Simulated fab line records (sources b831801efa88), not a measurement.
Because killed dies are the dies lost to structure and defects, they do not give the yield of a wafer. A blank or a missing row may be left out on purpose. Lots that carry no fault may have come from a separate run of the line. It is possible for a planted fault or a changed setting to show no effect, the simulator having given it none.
fab line records	flow sky130
[record] lots = 11	wafers = 33	last-day = 50
route steps=708 shown METAL3@533 CAP2M@606 VIA4@650 PAD_OPEN@708
lots that met no fault: taken from a fault-free run of the same line
start-h: the number of hours between the record's first day and the start of the first shown wafer of the lot	wait-h: hours from the lot's prior step to this one	" repeats the value in the row above	L1.1+2: a single row standing in for several wafers	- value missing, or start not given	* or withheld: withheld	< > ~ a bound
route shown NAME@n: a module of which the file shows steps, and the number in the route of the first	usual: the fault-free wafers' mean and standard deviation	same: alike in all rows	chamber/n: place in a boat	sites: the reading at each site	_std_site: the values' standard deviation	_edge_site: the outer-site mean with the inner-site mean subtracted	radius-mm: for every site, how far away it sits from the centre of the wafer	mask NAME#n: copy n	behind: tool/chamber where the wafer was last shaped	hold: why the lot was held/for how many hours/how that ended	device: the n, p or np transistor that did not switch	end of line: the same wafers' tests at the end of the route	a step without rows: its recipe alone	killed: at the first sort, the dies lost to defects and structure; wafer yield is something else	map: the dies of a wafer, with x for killed, . for not killed, _ for no die there
set.NAME: the setting as run; set.NAME@STEP: as run at that earlier step	model.NAME: the simulator's own value behind a step, which no gauge read
steps of the route over a sample of lots; a table a step, a row a wafer
services: from which hour (start-h, from the record's first day; less than 0 if before it) a tool's chamber was out of use, for how many hours, and why
[[steps]]
[step SKY_METAL3_SPUTTER_01]
[recipe] material = TiN	target-thk-nm = 20	power-w = 6500	time-s = 16.7	chamber-pressure-pa = 0.4
[usual] throttle-valve-pct = 29.9/0.84
[same] time-s = 16.7
lot.wafer	tool	chamber	start-h	wait-h	throttle-valve-pct
L823.2	pvd-sputter-01	-	854.26	0.0	28.8
L823.3	"	-	"	"	29.7
L823.6	"	-	"	"	29.6
L824.1	pvd-sputter-01	-	857.85	0.0	29.7
L824.4	"	-	"	"	29.8
L824.6	"	-	"	"	28.9
L825.4	pvd-sputter-02	-	866.50	0.0	30.4
L825.5	"	-	"	"	30.7
L825.6	"	-	"	"	29.7
L826.1	pvd-sputter-01	-	871.45	0.0	30.2
L826.5	"	-	"	"	28.6
L826.6	"	-	"	"	29.3
L829.2	pvd-sputter-04	-	897.91	0.0	32.1
L829.3	"	-	"	"	28.8
L829.6	"	-	"	"	28.5
L828.1	pvd-sputter-02	-	902.11	0.0	29.7
L828.2	"	-	"	"	30.2
L828.4	"	-	"	"	29.8
L831.2	pvd-sputter-04	-	920.49	0.0	31.8
L831.3	"	-	"	"	28.7
L831.5	"	-	"	"	29.9
L832.1	pvd-sputter-01	-	929.61	0.0	29.0
L832.3	"	-	"	"	29.7
L832.5	"	-	"	"	30.6
L839.2	pvd-sputter-01	-	975.01	0.0	29.3
L839.3	"	-	"	"	29.7
L839.5	"	-	"	"	30.3
L846.2	pvd-sputter-02	-	1009.20	0.0	30.7
L846.3	"	-	"	"	29.5
L846.5	"	-	"	"	30.3
L845.2	pvd-sputter-02	-	1011.46	0.0	29.7
L845.5	"	-	"	"	30.6
L845.6	"	-	"	"	30.4
[step SKY_CAP2M_RS_MEAS_03]
[recipe] thk-meas-gauge = four-point-probe	reads = TiN_of_CAP2M_SPUTTER_02
[usual] CAP2M_TIN_RS = 6.90/0.056
lot.wafer	tool	chamber	start-h	wait-h	CAP2M_TIN_RS[ohm/sq]
L823.2	film-metro-02	-	934.98	0.1	6.90
L823.3	"	-	"	"	6.94
L823.6	"	-	"	"	6.89
L824.1	film-metro-01	-	938.02	0.1	6.90
L824.4	"	-	"	"	6.94
L824.6	"	-	"	"	6.88
L825.4	film-metro-02	-	946.61	0.1	6.95
L825.5	"	-	"	"	6.93
L825.6	"	-	"	"	6.91
L826.1	film-metro-02	-	951.89	0.1	6.87
L826.5	"	-	"	"	6.85
L826.6	"	-	"	"	6.96
L829.2	film-metro-04	-	976.02	0.1	6.92
L829.3	"	-	"	"	6.96
L829.6	"	-	"	"	6.87
L828.1	film-metro-04	-	980.28	0.1	6.89
L828.2	"	-	"	"	6.91
L828.4	"	-	"	"	6.94
L831.2	film-metro-04	-	997.59	0.1	6.87
L831.3	"	-	"	"	6.89
L831.5	"	-	"	"	6.93
L832.1	film-metro-02	-	1006.53	0.1	6.87
L832.3	"	-	"	"	6.89
L832.5	"	-	"	"	6.83
L839.2	film-metro-01	-	1048.78	0.1	6.79
L839.3	"	-	"	"	6.83
L839.5	"	-	"	"	6.77
L846.2	film-metro-02	-	1080.54	0.1	6.90
L846.3	"	-	"	"	6.84
L846.5	"	-	"	"	6.91
L845.2	film-metro-04	-	1082.75	0.1	6.95
L845.5	"	-	"	"	6.95
L845.6	"	-	"	"	6.90
[step SKY_CAP2M_METAL_ETCH_13]
[recipe] target-depth-nm = 220	stop-on = SiO2	chemistry = Cl2/BCl3	target = TiN	pressure-mtorr = 10	icp-w = 900	bias-w = 48.5	Cl2_flow_sccm = 60	bcl3-flow-sccm = 30	time-s = 62.9
[usual] drypump-motor-current-A = 5.6/0.55	mfc-cl2-sccm = 60.02/0.16	oes-product-au = 0.943/0.0065	rf-fwd-power-W = 893/4.1	throttle-valve-pct = 21.901/0.0093
[same] time-s = 62.9
lot.wafer	tool	chamber	start-h	wait-h	drypump-motor-current-A	mfc-cl2-sccm	oes-product-au	rf-fwd-power-W	rf-hours-counter-h	throttle-valve-pct
L823.2	rie-metal-01	0	960.04	0.0	6.4	60.15	0.942	898	1	21.901
L823.3	"	0	"	"	6.4	60.09	0.934	896	-	21.898
L823.6	"	0	"	"	6.4	59.81	0.949	896	-	21.895
L824.1	rie-metal-03	1	963.34	0.0	5.6	60.16	0.940	894	5	21.897
L824.4	"	1	"	"	5.6	60.07	0.940	890	-	21.898
L824.6	"	0	"	"	6.2	60.00	0.947	888	-	21.917
L825.4	rie-metal-03	0	970.02	0.0	6.2	60.20	0.941	888	-	21.922
L825.5	"	1	"	"	5.5	60.20	0.944	890	-	21.890
L825.6	"	0	"	"	6.2	59.97	0.938	888	-	21.906
L826.1	rie-metal-03	1	976.27	0.0	5.5	60.31	0.951	894	5	21.910
L826.5	"	0	"	"	6.2	60.08	0.943	889	-	21.895
L826.6	"	1	"	"	5.5	60.10	0.938	894	-	21.914
L829.2	rie-metal-02	1	998.49	0.0	5.4	59.80	0.937	899	22	21.900
L829.3	"	1	"	"	5.4	60.00	0.936	897	-	21.896
L829.6	"	1	"	"	5.4	60.00	0.941	897	-	21.891
L828.1	rie-metal-01	0	1003.44	0.0	6.4	59.73	0.940	894	3	21.906
L828.2	"	1	"	"	4.9	60.12	0.941	884	12	21.908
L828.4	"	1	"	"	4.9	59.94	0.938	891	-	21.892
L831.2	rie-metal-01	1	1019.79	0.0	4.9	59.99	0.942	893	13	21.896
L831.3	"	1	"	"	4.9	59.91	0.941	893	-	21.910
L831.5	"	0	"	"	6.4	60.16	0.938	892	-	21.910
L832.1	rie-metal-02	0	1029.49	0.0	5.3	60.21	0.940	898	14	21.879
L832.3	"	0	"	"	5.3	59.91	0.938	899	-	21.908
L832.5	"	0	"	"	5.3	60.18	0.948	892	-	21.892
L839.2	rie-metal-03	1	1069.84	0.0	5.6	59.76	0.943	890	11	21.902
L839.3	"	1	"	"	5.6	59.97	0.942	891	-	21.896
L839.5	"	0	"	"	6.2	60.24	0.948	890	-	21.905
L846.2	rie-metal-03	0	1100.55	0.0	6.2	59.76	0.939	886	15	21.902
L846.3	"	1	"	"	5.5	60.14	0.938	892	-	21.893
L846.5	"	1	"	"	5.6	59.90	0.950	895	-	21.908
L845.2	rie-metal-01	1	1103.02	0.0	4.9	60.24	0.941	890	18	21.902
L845.5	"	0	"	"	6.4	60.15	0.935	896	-	21.897
L845.6	"	1	"	"	4.9	60.23	0.945	891	-	21.902
[step SKY_VIA4_OVL_MEAS_11]
[usual] VIA4_OVL = 0.1/1.4
lot.wafer	tool	chamber	start-h	wait-h	VIA4_OVL[nm]
L823.2	overlay-02	-	1008.86	0.1	1.3
L823.3	"	-	"	"	0.2
L823.6	"	-	"	"	2.1
L824.1	overlay-01	-	1012.36	0.1	0.0
L824.4	"	-	"	"	0.0
L824.6	"	-	"	"	0.6
L825.4	overlay-02	-	1018.85	0.1	2.6
L825.5	"	-	"	"	1.0
L825.6	"	-	"	"	1.3
L826.1	overlay-02	-	1024.81	0.1	-2.6
L826.5	"	-	"	"	-0.8
L826.6	"	-	"	"	-1.8
L829.2	overlay-02	-	1046.72	0.1	0.0
L829.3	"	-	"	"	0.4
L829.6	"	-	"	"	-0.5
L828.1	overlay-01	-	1050.81	0.1	0.4
L828.2	"	-	"	"	-3.0
L828.4	"	-	"	"	-0.5
L831.2	overlay-01	-	1065.24	0.1	3.0
L831.3	"	-	"	"	0.9
L831.5	"	-	"	"	0.9
L832.1	overlay-02	-	1073.99	0.1	0.2
L832.3	"	-	"	"	1.2
L832.5	"	-	"	"	0.1
L839.2	overlay-01	-	1112.16	0.1	0.1
L839.3	"	-	"	"	0.1
L839.5	"	-	"	"	-0.5
L846.2	overlay-01	-	1141.89	0.1	-1.6
L846.3	"	-	"	"	1.0
L846.5	"	-	"	"	0.9
L845.2	overlay-02	-	1144.47	0.1	-0.5
L845.5	"	-	"	"	-0.4
L845.6	"	-	"	"	-1.6
[step SKY_PAD_OPEN_PROBE_99]
[usual] defect-limited-yield = 82.5/1.9	killed_at_M0_to_M3 = 44/7.2	killed_at_M4_up = 2.9/1.8	killed-at-contacts = 24/5.6	killed-at-front-end = 15/4.2	killed-at-other = 0.4/0.71	killed-dies = 86/9.2	killed-on-rim = 16/3.6	killed-open = 47/7.2	killed-short = 39/5.7	sort_bin_3_pad_short = 0.9/0.4	sort_bin_5_function = 10.2/1.6	sort_bin_6_memory = 6.4/1.2	sort-n-pass = 406/9.2	sort-yield-pct = 82.5/1.9
[same] gross-dies = 492	killed-at-back-side = 0	sort_bin_4_leakage[%] = 0	sort_bin_8_speed[%] = 0
lot.wafer	tool	chamber	start-h	wait-h	hold	defect-limited-yield[%]	killed_at_M0_to_M3	killed_at_M4_up	killed-at-contacts	killed-at-front-end	killed-at-other	killed-dies	killed-on-rim	killed-open	killed-short	sort_bin_3_pad_short[%]	sort_bin_5_function[%]	sort_bin_6_memory[%]	sort-n-pass	sort-yield-pct[%]
L823.2	prober-02	-	1079.91	0.1	-	77.8	62	5	28	13	1	109	23	59	49	0.4	14.8	6.9	383	77.8
L823.3	prober-02	-	1079.96	0.2	-	80.9	48	0	25	19	2	94	12	52	40	0.4	11.0	7.7	398	80.9
L823.6	prober-02	-	1080.11	0.2	-	80.5	40	2	29	25	0	96	18	49	47	1.4	11.6	6.5	396	80.5
L824.1	prober-01	-	1083.57	0.1	-	79.5	50	1	27	23	0	101	19	59	42	0.8	10.8	8.9	391	79.5
L824.4	prober-01	-	1083.72	0.2	-	81.1	41	6	25	21	0	93	22	52	41	0.8	10.6	7.5	399	81.1
L824.6	prober-01	-	1083.82	0.2	-	80.3	47	1	31	18	0	97	21	63	34	0.4	12.4	6.9	395	80.3
L825.4	prober-02	-	1088.73	0.2	-	80.9	57	0	17	18	2	94	11	49	45	1.0	12.2	5.9	398	80.9
L825.5	prober-02	-	1088.78	0.2	-	82.5	46	1	16	23	0	86	15	45	41	0.8	8.9	7.7	406	82.5
L825.6	prober-02	-	1088.83	0.2	-	82.7	36	9	23	17	0	85	10	48	35	1.2	9.6	6.5	407	82.7
L826.1	prober-01	-	1095.48	0.1	-	82.3	45	5	18	19	0	87	17	51	35	0.8	11.6	5.3	405	82.3
L826.5	prober-01	-	1095.68	0.2	-	84.1	34	1	31	11	1	78	19	44	34	1.2	9.3	5.3	414	84.1
L826.6	prober-01	-	1095.73	0.2	-	84.6	41	0	19	16	0	76	13	41	35	1.0	8.3	6.1	416	84.6
L829.2	prober-01	-	1113.66	0.1	-	82.7	38	3	24	20	0	85	15	56	29	0	11.6	5.7	407	82.7
L829.3	prober-01	-	1113.71	0.2	-	84.6	41	3	15	17	0	76	11	34	42	0.4	10.4	4.7	416	84.6
L829.6	prober-01	-	1113.86	0.2	-	82.5	38	4	29	14	1	86	19	48	38	0.6	9.6	7.3	406	82.5
L828.1	prober-02	-	1118.07	0.1	-	83.5	39	3	25	14	0	81	14	39	41	0.6	9.8	6.1	411	83.5
L828.2	prober-02	-	1118.12	0.1	-	80.7	49	2	32	12	0	95	21	51	43	0.6	11.4	7.3	397	80.7
L828.4	prober-02	-	1118.22	0.2	-	81.9	57	2	21	9	0	89	17	49	39	0.8	11.0	6.3	403	81.9
L831.2	prober-02	-	1130.58	0.1	-	84.1	41	4	21	12	0	78	11	43	35	0.4	9.3	6.1	414	84.1
L831.3	prober-02	-	1130.63	0.2	-	82.9	41	1	26	15	1	84	13	45	39	1.2	10.0	5.9	408	82.9
L831.5	prober-02	-	1130.73	0.2	-	82.7	44	4	28	9	0	85	24	46	39	1.4	10.4	5.5	407	82.7
L832.1	prober-01	-	1138.97	0.1	-	84.3	36	1	21	19	0	77	12	48	29	0.6	9.3	5.7	415	84.3
L832.3	prober-01	-	1139.07	0.2	-	78.5	42	6	37	21	0	106	22	52	51	0.6	13.8	7.1	386	78.5
L832.5	prober-01	-	1139.17	0.2	-	82.7	35	5	31	14	0	85	17	49	36	0.6	11.2	5.5	407	82.7
L839.2	prober-02	-	1172.88	0.1	await-dispo/4.7h/release	82.5	52	2	22	7	3	86	18	46	38	0.6	11.0	5.9	406	82.5
L839.3	prober-02	-	1172.93	0.2	await-dispo/4.7h/release	83.7	44	1	23	11	1	80	12	42	37	0.8	9.3	6.1	412	83.7
L839.5	prober-02	-	1173.03	0.2	await-dispo/4.7h/release	72.4	92	4	20	20	0	136	33	49	44	2.8	16.9	7.9	356	72.4
L846.2	prober-02	-	1198.23	0.1	-	84.1	42	6	20	10	0	78	11	45	33	0.4	9.8	5.7	414	84.1
L846.3	prober-02	-	1198.28	0.2	-	82.5	42	3	27	14	0	86	16	45	41	0.6	10.4	6.5	406	82.5
L846.5	prober-02	-	1198.38	0.2	-	82.9	41	3	23	17	0	84	17	44	40	1.4	9.6	6.1	408	82.9
L845.2	prober-01	-	1200.23	0.1	-	82.9	26	7	32	19	0	84	13	49	33	1.4	8.9	6.7	408	82.9
L845.5	prober-01	-	1200.38	0.2	-	82.5	44	3	29	10	0	86	17	46	40	0.4	10.0	7.1	406	82.5
L845.6	prober-01	-	1200.43	0.2	-	82.9	37	6	25	15	1	84	19	49	32	0.8	10.0	6.3	408	82.9
// killed by level:class
L823.2 VIA1:geometric-particle:open=17 METAL2:geometric-particle:short=13 CONTACT:geometric-particle:open=11 LI_CONTACT:geometric-particle:open=7 VIA1:geometric-particle:short=7 VIA3:geometric-particle:open=7 POLY_GATE:geometric-particle:open=6 VIA2:geometric-particle:short=5
L823.3 VIA1:geometric-particle:open=14 CONTACT:geometric-particle:open=11 VIA1:geometric-particle:short=9 LI_CONTACT:geometric-particle:open=7 FIELD_ISO:geometric-particle:open=6 METAL1:geometric-particle:short=6 VIA2:geometric-particle:open=5 FIELD_ISO:geometric-particle:short=4
L823.6 VIA2:geometric-particle:open=9 FIELD_ISO:geometric-particle:short=8 CONTACT:geometric-particle:short=8 LI_CONTACT:geometric-particle:open=8 CONTACT:geometric-particle:open=8 FIELD_ISO:geometric-particle:open=7 VIA1:geometric-particle:short=7 METAL1:geometric-particle:short=5
L824.1 VIA3:geometric-particle:open=11 VIA1:geometric-particle:open=9 LI_CONTACT:geometric-particle:open=9 FIELD_ISO:geometric-particle:short=8 POLY_GATE:geometric-particle:open=7 CONTACT:geometric-particle:open=7 METAL2:geometric-particle:short=7 VIA2:geometric-particle:open=7
L824.4 VIA1:geometric-particle:open=12 CONTACT:geometric-particle:open=11 VIA3:geometric-particle:open=7 POLY_GATE:geometric-particle:short=6 POLY_GATE:geometric-particle:open=6 LI_CONTACT:geometric-particle:open=6 LOCAL_INTERCONNECT:geometric-particle:short=5 METAL4:geometric-particle:short=5
L824.6 VIA1:geometric-particle:open=14 CONTACT:geometric-particle:open=13 LI_CONTACT:geometric-particle:open=9 VIA3:geometric-particle:open=8 METAL2:geometric-particle:short=7 VIA2:geometric-particle:open=5 FIELD_ISO:geometric-particle:open=4 POLY_GATE:geometric-particle:open=4
L825.4 VIA1:geometric-particle:open=20 METAL1:geometric-particle:short=10 METAL2:geometric-particle:short=9 FIELD_ISO:geometric-particle:short=7 FIELD_ISO:geometric-particle:open=5 CONTACT:geometric-particle:open=5 VIA3:geometric-particle:open=5 LOCAL_INTERCONNECT:geometric-particle:short=4
L825.5 VIA1:geometric-particle:open=13 POLY_GATE:geometric-particle:short=8 VIA1:geometric-particle:short=7 LI_CONTACT:geometric-particle:open=6 FIELD_ISO:geometric-particle:open=5 VIA2:geometric-particle:open=5 FIELD_ISO:geometric-particle:short=4 METAL1:geometric-particle:short=4
L825.6 LI_CONTACT:geometric-particle:open=9 METAL2:geometric-particle:short=7 CONTACT:geometric-particle:open=7 VIA1:geometric-particle:open=7 METAL4:geometric-particle:short=6 VIA2:geometric-particle:open=5 FIELD_ISO:geometric-particle:open=4 FIELD_ISO:geometric-particle:short=4
L826.1 VIA2:geometric-particle:open=9 VIA1:geometric-particle:open=8 VIA3:geometric-particle:open=7 CONTACT:geometric-particle:open=6 POLY_GATE:geometric-particle:open=5 LI_CONTACT:geometric-particle:open=5 FIELD_ISO:geometric-particle:short=4 METAL3:geometric-particle:short=4
L826.5 CONTACT:geometric-particle:open=14 LOCAL_INTERCONNECT:geometric-particle:short=7 VIA2:geometric-particle:open=7 VIA1:geometric-particle:open=6 METAL2:geometric-particle:short=5 FIELD_ISO:geometric-particle:open=4 LI_CONTACT:geometric-particle:open=4 METAL3:geometric-particle:short=4
L826.6 VIA3:geometric-particle:open=12 LI_CONTACT:geometric-particle:open=8 VIA1:geometric-particle:short=8 POLY_GATE:geometric-particle:short=7 VIA1:geometric-particle:open=7 METAL1:geometric-particle:short=4 POLY_GATE:geometric-particle:open=3 LI_CONTACT:geometric-particle:short=3
L829.2 VIA2:geometric-particle:open=9 CONTACT:geometric-particle:open=8 LOCAL_INTERCONNECT:geometric-particle:short=7 FIELD_ISO:geometric-particle:open=6 LI_CONTACT:geometric-particle:open=6 VIA1:geometric-particle:open=5 POLY_GATE:geometric-particle:open=4 METAL1:geometric-particle:short=4
L829.3 POLY_GATE:geometric-particle:short=8 VIA1:geometric-particle:open=8 LOCAL_INTERCONNECT:geometric-particle:short=6 METAL3:geometric-particle:short=6 LI_CONTACT:geometric-particle:open=5 VIA3:geometric-particle:open=5 METAL2:geometric-particle:short=5 VIA2:geometric-particle:open=5
L829.6 CONTACT:geometric-particle:open=12 VIA3:geometric-particle:short=7 VIA2:geometric-particle:open=7 VIA3:geometric-particle:open=7 LI_CONTACT:geometric-particle:open=6 CONTACT:geometric-particle:short=5 FIELD_ISO:geometric-particle:short=4 LOCAL_INTERCONNECT:geometric-particle:short=4
L828.1 CONTACT:geometric-particle:open=9 VIA3:geometric-particle:open=9 METAL1:geometric-particle:short=8 CONTACT:geometric-particle:short=8 VIA1:geometric-particle:open=8 VIA1:geometric-particle:short=6 LI_CONTACT:geometric-particle:open=5 FIELD_ISO:geometric-particle:short=4
L828.2 VIA1:geometric-particle:open=15 LI_CONTACT:geometric-particle:short=8 CONTACT:geometric-particle:open=8 LI_CONTACT:geometric-particle:open=7 VIA3:geometric-particle:open=7 VIA2:geometric-particle:open=6 LOCAL_INTERCONNECT:geometric-particle:short=5 METAL1:geometric-particle:short=4
L828.4 VIA3:geometric-particle:open=10 LI_CONTACT:geometric-particle:open=9 METAL3:geometric-particle:short=7 VIA1:geometric-particle:short=7 VIA2:geometric-particle:open=7 CONTACT:geometric-particle:open=6 VIA1:geometric-particle:open=5 METAL2:geometric-particle:short=5
L831.2 VIA1:geometric-particle:open=11 CONTACT:geometric-particle:open=8 VIA1:geometric-particle:short=6 POLY_GATE:geometric-particle:short=4 LI_CONTACT:geometric-particle:open=4 VIA3:geometric-particle:open=4 METAL2:geometric-particle:short=4 VIA2:geometric-particle:open=4
L831.3 CONTACT:geometric-particle:open=10 VIA1:geometric-particle:short=8 VIA3:geometric-particle:open=8 VIA1:geometric-particle:open=7 LI_CONTACT:geometric-particle:open=7 FIELD_ISO:geometric-particle:open=5 METAL2:geometric-particle:short=5 METAL1:geometric-particle:short=3
L831.5 VIA1:geometric-particle:open=15 CONTACT:geometric-particle:open=10 LI_CONTACT:geometric-particle:open=8 VIA1:geometric-particle:short=8 CONTACT:geometric-particle:short=7 METAL3:geometric-particle:short=7 FIELD_ISO:geometric-particle:short=3 VIA3:geometric-particle:open=3
L832.1 VIA3:geometric-particle:open=9 CONTACT:geometric-particle:open=9 VIA1:geometric-particle:open=6 VIA2:geometric-particle:open=6 FIELD_ISO:geometric-particle:short=5 FIELD_ISO:geometric-particle:open=5 POLY_GATE:geometric-particle:short=5 LOCAL_INTERCONNECT:geometric-particle:short=4
L832.3 CONTACT:geometric-particle:open=18 CONTACT:geometric-particle:short=8 VIA1:geometric-particle:open=8 LI_CONTACT:geometric-particle:open=6 METAL2:geometric-particle:short=6 VIA3:geometric-particle:open=5 METAL4:geometric-particle:short=5 METAL3:geometric-particle:short=4
L832.5 CONTACT:geometric-particle:open=12 CONTACT:geometric-particle:short=8 VIA2:geometric-particle:open=7 LI_CONTACT:geometric-particle:open=6 VIA3:geometric-particle:open=6 VIA1:geometric-particle:open=6 POLY_GATE:geometric-particle:short=5 METAL1:geometric-particle:short=4
L839.2 VIA1:geometric-particle:open=13 LI_CONTACT:geometric-particle:open=9 CONTACT:geometric-particle:open=8 VIA2:geometric-particle:open=7 METAL3:geometric-particle:short=6 VIA2:geometric-particle:short=5 METAL1:geometric-particle:short=5 METAL2:geometric-particle:short=5
L839.3 VIA1:geometric-particle:open=12 CONTACT:geometric-particle:open=9 METAL1:geometric-particle:short=7 VIA1:geometric-particle:short=7 LI_CONTACT:geometric-particle:open=5 VIA3:geometric-particle:open=5 POLY_GATE:geometric-particle:short=4 VIA2:geometric-particle:short=4
L839.5 METAL3:unspecified=42 VIA1:geometric-particle:open=12 METAL2:geometric-particle:short=9 FIELD_ISO:geometric-particle:open=7 VIA2:geometric-particle:open=7 FIELD_ISO:geometric-particle:short=6 LI_CONTACT:geometric-particle:open=6 VIA3:geometric-particle:open=6
L846.2 VIA3:geometric-particle:open=10 CONTACT:geometric-particle:open=8 VIA1:geometric-particle:open=7 VIA2:geometric-particle:open=6 METAL1:geometric-particle:short=5 METAL4:geometric-particle:short=5 POLY_GATE:geometric-particle:short=4 LI_CONTACT:geometric-particle:open=4
L846.3 VIA3:geometric-particle:open=11 CONTACT:geometric-particle:open=10 CONTACT:geometric-particle:short=7 METAL1:geometric-particle:short=7 POLY_GATE:geometric-particle:open=5 LI_CONTACT:geometric-particle:open=5 METAL2:geometric-particle:short=5 VIA2:geometric-particle:short=4
L846.5 VIA3:geometric-particle:open=9 CONTACT:geometric-particle:open=9 FIELD_ISO:geometric-particle:short=6 VIA1:geometric-particle:open=6 LI_CONTACT:geometric-particle:short=5 POLY_GATE:geometric-particle:short=4 LI_CONTACT:geometric-particle:open=4 VIA2:geometric-particle:open=4
L845.2 CONTACT:geometric-particle:open=12 FIELD_ISO:geometric-particle:open=10 VIA1:geometric-particle:open=8 LOCAL_INTERCONNECT:geometric-particle:short=8 CONTACT:geometric-particle:short=6 FIELD_ISO:geometric-particle:short=5 VIA3:geometric-particle:open=5 LI_CONTACT:geometric-particle:open=4
L845.5 VIA1:geometric-particle:open=11 CONTACT:geometric-particle:open=10 LI_CONTACT:geometric-particle:open=8 METAL2:geometric-particle:short=6 VIA3:geometric-particle:open=6 CONTACT:geometric-particle:short=5 METAL1:geometric-particle:short=4 VIA2:geometric-particle:short=4
L845.6 CONTACT:geometric-particle:open=10 VIA1:geometric-particle:open=10 VIA2:geometric-particle:open=8 FIELD_ISO:geometric-particle:open=6 VIA1:geometric-particle:short=5 LOCAL_INTERCONNECT:geometric-particle:short=4 CONTACT:geometric-particle:short=4 POLY_GATE:geometric-particle:short=3
[[services]]
tool	chamber	start-h	hours	kind
rie-metal-03	1	832.81	13.3	repair
pvd-sputter-02	-	844.33	19.4	repair
pvd-sputter-04	-	845.46	28.6	repair
pvd-sputter-01	2	849.00	-	consumable-replace:kit
pvd-sputter-01	2	849.00	18.0	scheduled-down
pvd-sputter-01	2	849.00	18.0	vent-cycle
rie-metal-03	-	849.48	6.8	repair
pvd-sputter-01	-	850.76	3.4	repair
pvd-sputter-04	-	851.05	4.3	repair
pvd-sputter-02	-	854.44	0.8	repair
rie-metal-01	0	910.33	-	clean
rie-metal-01	0	910.33	33.2	scheduled-down
rie-metal-01	0	910.33	33.2	vent-cycle
rie-metal-03	-	926.25	2.8	pm
pvd-sputter-04	-	945.47	49.1	repair
pvd-sputter-04	-	965.70	6.0	repair
rie-metal-01	-	975.43	2.8	pm
pvd-sputter-01	1	976.00	-	consumable-replace:kit
pvd-sputter-01	1	976.00	18.0	scheduled-down
pvd-sputter-01	1	976.00	18.0	vent-cycle
pvd-sputter-01	-	983.36	9.2	repair
pvd-sputter-01	-	1061.22	2.4	repair
pvd-sputter-02	-	1079.00	1.2	repair
pvd-sputter-04	-	1094.09	1.2	repair
[[key]]
[first-sign] step = SKY_PAD_OPEN_PROBE_99	reading = killed_at_M0_to_M3	direction = up	sigmas = 6.7	usual = 44	struck = 92
[effect] step = SKY_PAD_OPEN_PROBE_99	reading = sort-n-pass	direction = down	sigmas = 5.5	usual = 406	struck = 356
met-at SKY_METAL3_SPUTTER_01
struck-lots L839
struck-wafers L839.5
not-acting-at SKY_CAP2M_RS_MEAS_03,SKY_CAP2M_METAL_ETCH_13,SKY_VIA4_OVL_MEAS_11
onset-between 929.61 975.01
[fault] kind = chamber-particle-source	tool = pvd-sputter-01	chamber = -	onset-h = 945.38	steps = SKY_METAL3_SPUTTER_01	rate-per-visit-cm2 = 1.623	end-h = 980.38	scope = struck-wafers-only
